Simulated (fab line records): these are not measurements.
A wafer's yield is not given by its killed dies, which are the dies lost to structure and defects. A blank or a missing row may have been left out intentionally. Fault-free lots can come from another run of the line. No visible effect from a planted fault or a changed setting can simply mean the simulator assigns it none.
2 desks, one fault	flow sky130	each desk has only its own numbers; what lay behind them comes last

FOR THE TOOL OWNER'S DESK: pvd-sputter-01
The tool's own readings at SKY_METAL1_SPUTTER_03 (material Ti, target thk 5 nm, time 3.3 s): means of the sampled wafers that have a number, for each lot that ran on this tool. Marked OUT: a lot whose mean sits more than 4 standard deviations from the usual mean, which makes it out of limits; the brackets give that distance.
Columns: A = throttle-valve-pct at SKY_METAL1_SPUTTER_03, usual 30.7 %
lot	first seen here	A
L211	day 34 01:58	30.1
L218	day 35 15:02	29.8
L217	day 35 18:25	30.0
This desk's verdict: no lot among the 3 shows anything out of limits.

METROLOGY DESK
Means of the sampled wafers that have a number, per lot and without regard to the tool the lot ran on: this is what the gauges read. Marked OUT: a lot whose mean sits more than 4 standard deviations from the usual mean, which makes it out of limits; the brackets give that distance.
Columns: A = CONTACT_W_RS at SKY_CONTACT_RS_MEAS_25, usual 0.338 ohm/sq; B = CONTACT_W_THK at SKY_CONTACT_THK_MEAS_26, usual 344 nm
lot	first seen here	A	B
L208	day 32 05:16	0.339	341
L211	day 34 01:25	0.341	343
L218	day 35 14:30	0.341	341
L217	day 35 17:53	0.337	340
L222	day 37 05:58	0.338	347
L223	day 37 11:13	0.338	344
This desk's verdict: no lot among the 6 shows anything out of limits.

BROUGHT TOGETHER
The desk of the tool owner found nothing out of limits.
The metrology desk saw nothing out of limits.

WHAT THE SIMULATOR PUT IN
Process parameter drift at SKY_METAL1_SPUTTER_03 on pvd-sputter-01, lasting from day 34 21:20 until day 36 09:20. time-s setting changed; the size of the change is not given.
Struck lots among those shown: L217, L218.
